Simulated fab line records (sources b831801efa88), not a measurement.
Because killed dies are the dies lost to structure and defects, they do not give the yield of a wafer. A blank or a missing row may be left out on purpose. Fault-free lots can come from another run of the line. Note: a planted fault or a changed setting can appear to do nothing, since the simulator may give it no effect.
2 desks, one fault ; flow sky130 ; only its own numbers are on each desk; what lay behind them is given at the end

## TOOL OWNER'S DESK, plasma-asher-02
The tool's own readings at SKY_RES_XHIGH_STRIP_08 (strips in O2/N2): means of the sampled wafers that have a number, for each lot that ran on this tool. A lot is out of limits, marked OUT, if its mean lies more than 4 standard deviations from the usual mean; the brackets give that distance.
Columns: A = chamber-pressure-mTorr at SKY_RES_XHIGH_STRIP_08, usual 1500.0 mTorr; B = drypump-motor-current-A at SKY_RES_XHIGH_STRIP_08, usual 5.6 A; C = o2-flow-sccm at SKY_RES_XHIGH_STRIP_08, usual 2999 sccm; D = oes-product-au at SKY_RES_XHIGH_STRIP_08, usual 0.711 a.u.; E = strip-time-to-endpoint-s at SKY_RES_XHIGH_STRIP_08, usual 14.28 s
lot;first seen here;A;B;C;D;E
L765;day 27 04:31;1500.0;5.5;3003;0.711;14.31
L767;day 27 22:35;1498.9;5.8;2992;0.713;14.27
L769;day 29 00:57;1501.0;5.5;3000;0.937 (+47) OUT;-
L777;day 31 17:02;1500.1;5.5;2996;0.713;14.31
L779;day 32 13:46;1500.0;5.4;3001;0.717;14.26
L781;day 33 06:05;1499.0;5.5;3008;0.707;14.24
This desk finds L769 out of limits, L769 being first, at day 29 00:57 (oes-product-au at SKY_RES_XHIGH_STRIP_08). Within limits: L765, L767, L777, L779, L781.

## AT THE METROLOGY DESK
What the gauges read for every lot (on any tool): the sampled wafers with a number, averaged. A lot is out of limits, marked OUT, if its mean lies more than 4 standard deviations from the usual mean; the brackets give that distance.
Columns: A = SD_N_TW at SKY_SD_N_TW_MEAS_12, usual 3980; B = LI_CONTACT_OVL at SKY_LI_CONTACT_OVL_MEAS_13, usual -1 nm
lot;first seen here;A;B
L763;day 27 16:51;4037;-2
L765;day 28 10:23;3974;1
L767;day 29 03:20;3964;-6
L768;day 29 17:02;3956;-2
L769;day 30 05:37;30 (-99 or more) OUT;-1
L777;day 32 21:08;3946;-6
L778;day 33 08:32;3993;5
L779;day 33 16:30;3989;5
L780;day 34 06:02;4012;3
L781;day 34 08:05;3950;3
L783;day 34 16:51;3977;7
L784;day 34 23:25;3943;-6
L786;day 35 07:51;3967;-3
Finding of this desk: L769 out of limits, first seen on L769 at day 30 05:37 (SD_N_TW at SKY_SD_N_TW_MEAS_12). Within limits: L763, L765, L767, L768, L777, L778, L779, L780, L781, L783, L784, L786.

## BROUGHT TOGETHER
The tool owner's desk could have raised an alarm at day 29 00:57, on L769.
An alarm was possible from the metrology desk at day 30 05:37, on L769.
Of the lots named, all ran SKY_RES_XHIGH_STRIP_08 on plasma-asher-02.

## WHAT THE SIMULATOR PUT IN
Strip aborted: plasma-asher-02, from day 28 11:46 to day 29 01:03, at SKY_RES_XHIGH_STRIP_08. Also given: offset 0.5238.
Shown lots that were struck: L769.
Delay (hours) between the fault's onset and each desk's first out-of-limits reading: 13 at the tool owner's desk, 42 at the metrology desk.
